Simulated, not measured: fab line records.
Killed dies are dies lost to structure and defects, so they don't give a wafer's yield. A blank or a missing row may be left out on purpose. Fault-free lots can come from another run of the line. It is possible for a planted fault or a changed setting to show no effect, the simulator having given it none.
Problem report, 8D (eight disciplines) form, completed by code + flow gf180mcu + the parts of the form that need people (team, actions taken, sign-off) are left out

1. THE PROBLEM
doseIonsCm2 at GF_MVSD_IMPLANT_09 reads a mean of 5e+12 on 6 wafers of 2 lots; wafers without a fault read 5e+12 with a standard deviation of 5e+09. Measured from the usual mean, that is -38 standard deviations.
Earliest sighting: wafer L470.1 on implanter-04 at day 8 14:07. Wafers with a number at this step in the record: 42, from 14 lots. Rule for "out" (also "out of limits"): further than 4 standard deviations from the usual mean. The other wafers with a number count as sound.

2. WHAT IT IS, AND WHAT IT ISN'T
| question                    | is                     | is not                                                                 |
|-----------------------------|------------------------|------------------------------------------------------------------------|
| which readings at this step | doseIonsCm2            | -                                                                      |
| which lots                  | L470, L472             | L453, L454, L455, L456, L458, L460, L462, L463, L466, L467, L468, L476 |
| which wafers of those lots  | all that have a number | -                                                                      |
| read on which tools         | implanter-04           | implanter-02, implanter-03                                             |
| when                        | from day 8 14:07       | up to then (33 sound wafers); but 3 sound wafers of L476 came after    |

3. SUSPECTS, AND WHAT RULES EACH OUT
Counting: a tool stays on the suspect list if, at a process step up to the reading, it processed all lots that are out and no sound lot following the first of them.
- implanter-04 at GF_MVSD_IMPLANT_09: kept. It ran every lot that is out, first L470 (day 8 14:07), and no sound lot after that; its last sound lot up to then is L468 (day 8 02:05). Its own doseIonsCm2 readings are out on those wafers.
Left after counting: implanter-04 at GF_MVSD_IMPLANT_09.

4. THE CAUSE (what the simulator had put in)
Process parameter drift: implanter-04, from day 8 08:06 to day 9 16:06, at GF_MVSD_IMPLANT_09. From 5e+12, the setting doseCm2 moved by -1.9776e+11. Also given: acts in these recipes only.
The count eliminated every tool but this one.

5. THE CHAIN OF EFFECTS, in route order
Each row: a reading whose mean over the struck wafers that have a number lies more than 3 standard deviations from the usual. Only readings whose record carries a usual standard deviation are examined. hours: median over the lots of the time between each lot's start at the first step of this table that gives one and its start at this step. sigmas: the change, counted in usual standard deviations.
| hours | step               | reading     | usual | on struck wafers | change | sigmas |
|-------|--------------------|-------------|-------|------------------|--------|--------|
| 0     | GF_MVSD_IMPLANT_09 | doseIonsCm2 | 5e+12 | 5e+12            | -2e+11 | -38    |
Here are the process steps it includes:
- GF_MVSD_IMPLANT_09

6. HOW IT WOULD HAVE BEEN CAUGHT EARLIER
First out-of-limits reading in this record: day 8 14:07, which is 6 hours after fault onset at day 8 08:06.
